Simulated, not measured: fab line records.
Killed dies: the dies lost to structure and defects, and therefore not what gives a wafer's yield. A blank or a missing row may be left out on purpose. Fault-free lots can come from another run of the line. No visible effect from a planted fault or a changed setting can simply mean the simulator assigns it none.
The tool behind it: which one? + flow gf180mcu + Sampling: 6 lots, 18 wafers, 4 of 602 route steps

== WHAT EACH GAUGE READ, for each wafer ==
GF_V2_THK_MEAS_03.
| lot  | measured     | on            | V2_CVD_02_THK (nm) |
|------|--------------|---------------|--------------------|
| L711 | day 19 16:20 | film_metro-01 | 856 867 866        |
| L714 | day 20 15:56 | film_metro-04 | 841 848 848        |
| L716 | day 21 14:37 | film_metro-01 | 843 852 853        |
| L719 | day 22 10:57 | film_metro-01 | 836 847 825        |
| L731 | day 26 16:08 | film_metro-01 | 856 856 870        |
| L733 | day 27 05:58 | film_metro-02 | 859 847 862        |

== EACH LOT AND THE TOOL THAT RAN IT (in order: tool; ch and the chambers of the sampled wafers; start) ==
| lot  | GF_V1_ETCH_17                                 | GF_V1_SPUTTER_22             | GF_M2_STRIP_17                       |
|------|-----------------------------------------------|------------------------------|--------------------------------------|
| L711 | rie_diel-03 ch 0,3, day 18 14:32 or earlier   | pvd_sputter-01, day 18 14:32 | plasma_asher-03 ch 0,1, day 19 15:35 |
| L714 | rie_diel-03 ch 2,3, day 19 14:13 or earlier   | pvd_sputter-03, day 19 14:13 | plasma_asher-04 ch 0,1, day 20 15:13 |
| L716 | rie_diel-03 ch 2,3, day 20 12:28 or earlier   | pvd_sputter-02, day 20 12:28 | plasma_asher-03 ch 0,1, day 21 13:53 |
| L719 | rie_diel-03 ch 0,1,3, day 21 10:43 or earlier | pvd_sputter-01, day 21 10:43 | plasma_asher-02 ch 0,1, day 22 10:13 |
| L731 | rie_diel-02 ch 1,2,3, day 25 17:13 or earlier | pvd_sputter-03, day 25 17:13 | plasma_asher-02 ch 0,1, day 26 15:22 |
| L733 | rie_diel-03 ch 0,3, day 26 07:22 or earlier   | pvd_sputter-03, day 26 07:22 | plasma_asher-02 ch 0, day 27 05:12   |
- GF_V1_ETCH_17: etches SiO2 in C4F8/O2/Ar, stops on TiN, target depth 630 nm.
- GF_V1_SPUTTER_22: material TiN, target thk 10 nm, time 40 s.
- GF_M2_STRIP_17: strips in O2/N2.

== THE ANSWER, worked out from the rows above alone ==
Rule: what is usual is taken from the lots themselves. The widest of any qualifying gaps counts: lots, ordered by their means at a reading, are off when they make up no more than a third of the lots, leave a main group of 4 or more, and stand apart from it by 3 or more times the standard deviation of that group's means. A main group whose means are all the same, to the digits that the tables above print for the reading, isn't used. Also off: a lot with no number at a reading for which 4 or more lots have one. All remaining lots with rows at the step are treated as sound.
Nothing can be told from this: no lot is off at any reading shown.

== WHAT WAS PUT IN BY THE SIMULATOR ==
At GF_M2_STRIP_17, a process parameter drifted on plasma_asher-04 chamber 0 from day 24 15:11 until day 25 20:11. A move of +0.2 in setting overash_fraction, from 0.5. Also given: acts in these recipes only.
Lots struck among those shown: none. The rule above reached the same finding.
